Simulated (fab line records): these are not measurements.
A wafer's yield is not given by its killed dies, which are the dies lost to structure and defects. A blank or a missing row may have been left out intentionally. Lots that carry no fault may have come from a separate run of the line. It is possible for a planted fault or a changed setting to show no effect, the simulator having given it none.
The tool behind it: which one? / flow sfq_line / Sampling: 13 lots, 39 wafers, 3 of 325 route steps

== WHAT THE GAUGES READ, wafer by wafer ==
The record lacks any reading of a measuring or inspecting step that a usual standard deviation could be used to judge.

== TOOL THAT RAN EACH LOT (tool first, then ch and the chambers of the sampled wafers, then the start) ==
lot=L316; SFQ_TRILAYER_I6_CMP_CMP_166=cmp-02 ch 1,3, day 76 03:05; SFQ_TRILAYER_I6_METRO_MEASURE_167=film_metro-03, day 76 05:43; SFQ_TRILAYER_I6_VIA_ETCH_VIA_ETCH_172=rie_diel-04 ch 0,1,2, day 76 09:14
lot=L317; SFQ_TRILAYER_I6_CMP_CMP_166=cmp-02 ch 0,1, day 76 05:35; SFQ_TRILAYER_I6_METRO_MEASURE_167=film_metro-01, day 76 08:43; SFQ_TRILAYER_I6_VIA_ETCH_VIA_ETCH_172=rie_diel-01 ch 0,1,2, day 76 14:29
lot=L318; SFQ_TRILAYER_I6_CMP_CMP_166=cmp-01 ch 0,1,2, day 76 09:10; SFQ_TRILAYER_I6_METRO_MEASURE_167=film_metro-02, day 76 11:11; SFQ_TRILAYER_I6_VIA_ETCH_VIA_ETCH_172=rie_diel-04 ch 2,3, day 76 18:50
lot=L319; SFQ_TRILAYER_I6_CMP_CMP_166=cmp-02 ch 0,1,2, day 76 09:35; SFQ_TRILAYER_I6_METRO_MEASURE_167=film_metro-03, day 76 12:07; SFQ_TRILAYER_I6_VIA_ETCH_VIA_ETCH_172=rie_diel-01 ch 0,2,3, day 76 20:02
lot=L325; SFQ_TRILAYER_I6_CMP_CMP_166=cmp-01 ch 0,2,3, day 77 07:32; SFQ_TRILAYER_I6_METRO_MEASURE_167=film_metro-01, day 77 10:03; SFQ_TRILAYER_I6_VIA_ETCH_VIA_ETCH_172=rie_diel-03 ch 0,2, day 77 14:02
lot=L327; SFQ_TRILAYER_I6_CMP_CMP_166=cmp-02 ch 0,2, day 77 15:52; SFQ_TRILAYER_I6_METRO_MEASURE_167=film_metro-01, day 77 18:53; SFQ_TRILAYER_I6_VIA_ETCH_VIA_ETCH_172=rie_diel-04 ch 0,1,3, day 77 23:41
lot=L328; SFQ_TRILAYER_I6_CMP_CMP_166=cmp-01 ch 1,2,3, day 77 19:51; SFQ_TRILAYER_I6_METRO_MEASURE_167=film_metro-01, day 77 22:34; SFQ_TRILAYER_I6_VIA_ETCH_VIA_ETCH_172=rie_diel-01 ch 0,3, day 78 02:05
lot=L330; SFQ_TRILAYER_I6_CMP_CMP_166=cmp-01 ch 0,2,3, day 78 02:21; SFQ_TRILAYER_I6_METRO_MEASURE_167=film_metro-01, day 78 04:22; SFQ_TRILAYER_I6_VIA_ETCH_VIA_ETCH_172=rie_diel-03 ch 1,2,3, day 81 21:49
lot=L331; SFQ_TRILAYER_I6_CMP_CMP_166=cmp-01 ch 1,2,3, day 78 03:51; SFQ_TRILAYER_I6_METRO_MEASURE_167=film_metro-02, day 78 06:58; SFQ_TRILAYER_I6_VIA_ETCH_VIA_ETCH_172=rie_diel-01 ch 0,3, day 82 03:46
lot=L334; SFQ_TRILAYER_I6_CMP_CMP_166=cmp-01 ch 1,2, day 79 11:25; SFQ_TRILAYER_I6_METRO_MEASURE_167=film_metro-02, day 79 14:44; SFQ_TRILAYER_I6_VIA_ETCH_VIA_ETCH_172=rie_diel-03 ch 2,3, day 83 07:01
lot=L336; SFQ_TRILAYER_I6_CMP_CMP_166=cmp-01 ch 1,2, day 80 12:47; SFQ_TRILAYER_I6_METRO_MEASURE_167=film_metro-03, day 80 15:55; SFQ_TRILAYER_I6_VIA_ETCH_VIA_ETCH_172=rie_diel-01 ch 0,1,3, day 83 15:25
lot=L338; SFQ_TRILAYER_I6_CMP_CMP_166=cmp-01 ch 0,1,2, day 81 01:53; SFQ_TRILAYER_I6_METRO_MEASURE_167=film_metro-01, day 81 04:31; SFQ_TRILAYER_I6_VIA_ETCH_VIA_ETCH_172=rie_diel-04 ch 1,2,3, day 83 22:37
lot=L339; SFQ_TRILAYER_I6_CMP_CMP_166=cmp-02 ch 0,2,3, day 82 14:01; SFQ_TRILAYER_I6_METRO_MEASURE_167=film_metro-02, day 82 17:08; SFQ_TRILAYER_I6_VIA_ETCH_VIA_ETCH_172=rie_diel-04 ch 1,2,3, day 85 17:29
- SFQ_TRILAYER_I6_CMP_CMP_166: polishes SiO2.
- SFQ_TRILAYER_I6_METRO_MEASURE_167
- SFQ_TRILAYER_I6_VIA_ETCH_VIA_ETCH_172: etches SiO2 in CHF3, stops on Nb, target depth 260 nm.

== AS READ BY THE TOOLS THEMSELVES (means over the sampled wafers that have a number; for cases with no such wafer, the mark the record gives instead) ==
SFQ_TRILAYER_I6_CMP_CMP_166. Usual: motor_current_A 10.2 A, standard deviation 1; time_to_endpoint_s 215 s, standard deviation 6.5.
lot=L316; tool=cmp-02; motor_current_A (A)=10.2; time_to_endpoint_s (s)=222; flag=
lot=L317; tool=cmp-02; motor_current_A (A)=9.8; time_to_endpoint_s (s)=215; flag=
lot=L318; tool=cmp-01; motor_current_A (A)=10.0; time_to_endpoint_s (s)=215; flag=
lot=L319; tool=cmp-02; motor_current_A (A)=10.1; time_to_endpoint_s (s)=216; flag=
lot=L325; tool=cmp-01; motor_current_A (A)=10.8; time_to_endpoint_s (s)=216; flag=
lot=L327; tool=cmp-02; motor_current_A (A)=10.3; time_to_endpoint_s (s)=200; flag=
lot=L328; tool=cmp-01; motor_current_A (A)=10.0; time_to_endpoint_s (s)=215; flag=
lot=L330; tool=cmp-01; motor_current_A (A)=10.7; time_to_endpoint_s (s)=221; flag=
lot=L331; tool=cmp-01; motor_current_A (A)=9.7; time_to_endpoint_s (s)=214; flag=
lot=L334; tool=cmp-01; motor_current_A (A)=9.2; time_to_endpoint_s (s)=214; flag=
lot=L336; tool=cmp-01; motor_current_A (A)=9.4; time_to_endpoint_s (s)=205; flag=
lot=L338; tool=cmp-01; motor_current_A (A)=10.1; time_to_endpoint_s (s)=210; flag=
lot=L339; tool=cmp-02; motor_current_A (A)=9.7; time_to_endpoint_s (s)=218; flag=

SFQ_TRILAYER_I6_METRO_MEASURE_167. Usual: thk_nm reads 200.0 nm (standard deviation 0.9).
lot=L316; tool=film_metro-03; thk_nm (nm)=199.1; flag=
lot=L317; tool=film_metro-01; thk_nm (nm)=198.9; flag=
lot=L318; tool=film_metro-02; thk_nm (nm)=198.9; flag=
lot=L319; tool=film_metro-03; thk_nm (nm)=200.4; flag=
lot=L325; tool=film_metro-01; thk_nm (nm)=199.2; flag=
lot=L327; tool=film_metro-01; thk_nm (nm)=217.7; flag=OFF
lot=L328; tool=film_metro-01; thk_nm (nm)=200.8; flag=
lot=L330; tool=film_metro-01; thk_nm (nm)=200.2; flag=
lot=L331; tool=film_metro-02; thk_nm (nm)=200.1; flag=
lot=L334; tool=film_metro-02; thk_nm (nm)=201.0; flag=
lot=L336; tool=film_metro-03; thk_nm (nm)=199.7; flag=
lot=L338; tool=film_metro-01; thk_nm (nm)=200.4; flag=
lot=L339; tool=film_metro-02; thk_nm (nm)=200.9; flag=

SFQ_TRILAYER_I6_VIA_ETCH_VIA_ETCH_172. Usual: drypump_motor_current_A 5.8 A, standard deviation 0.7; oes_product_au 0.854 a.u., standard deviation 0.0049.
lot=L316; tool=rie_diel-04; drypump_motor_current_A (A)=5.4; oes_product_au (a.u.)=0.857; flag=
lot=L317; tool=rie_diel-01; drypump_motor_current_A (A)=5.6; oes_product_au (a.u.)=0.851; flag=
lot=L318; tool=rie_diel-04; drypump_motor_current_A (A)=5.9; oes_product_au (a.u.)=0.850; flag=
lot=L319; tool=rie_diel-01; drypump_motor_current_A (A)=6.2; oes_product_au (a.u.)=0.858; flag=
lot=L325; tool=rie_diel-03; drypump_motor_current_A (A)=6.0; oes_product_au (a.u.)=0.856; flag=
lot=L327; tool=rie_diel-04; drypump_motor_current_A (A)=5.7; oes_product_au (a.u.)=0.894; flag=OFF
lot=L328; tool=rie_diel-01; drypump_motor_current_A (A)=5.8; oes_product_au (a.u.)=0.853; flag=
lot=L330; tool=rie_diel-03; drypump_motor_current_A (A)=5.9; oes_product_au (a.u.)=0.852; flag=
lot=L331; tool=rie_diel-01; drypump_motor_current_A (A)=5.8; oes_product_au (a.u.)=0.854; flag=
lot=L334; tool=rie_diel-03; drypump_motor_current_A (A)=5.7; oes_product_au (a.u.)=0.854; flag=
lot=L336; tool=rie_diel-01; drypump_motor_current_A (A)=5.6; oes_product_au (a.u.)=0.857; flag=
lot=L338; tool=rie_diel-04; drypump_motor_current_A (A)=5.8; oes_product_au (a.u.)=0.855; flag=
lot=L339; tool=rie_diel-04; drypump_motor_current_A (A)=5.8; oes_product_au (a.u.)=0.854; flag=

== THE ANSWER, worked out from the rows above alone ==
Rule: a lot counts as off when the mean over its wafers that have a number is more than 3 standard deviations away from the usual mean. A lot without any number at a reading at which 4 lots or more have one is off too. The other lots that the step has rows for count as sound. The gauges are gone through in route order, then the tools' own readings, and for those a lot's mean is taken as printed above. At the first step where some lot is off, the reading lying furthest off is the one used; lots without a number count as furthest.
Off: L327, at SFQ_TRILAYER_I6_METRO_MEASURE_167 (thk_nm).
If a tool, at that step or one of the process steps before it, ran each lot that is off and ran no sound lot following the first of them, it fits. Not one of the candidates tried fits.

== WHAT HAD BEEN PUT IN BY THE SIMULATOR ==
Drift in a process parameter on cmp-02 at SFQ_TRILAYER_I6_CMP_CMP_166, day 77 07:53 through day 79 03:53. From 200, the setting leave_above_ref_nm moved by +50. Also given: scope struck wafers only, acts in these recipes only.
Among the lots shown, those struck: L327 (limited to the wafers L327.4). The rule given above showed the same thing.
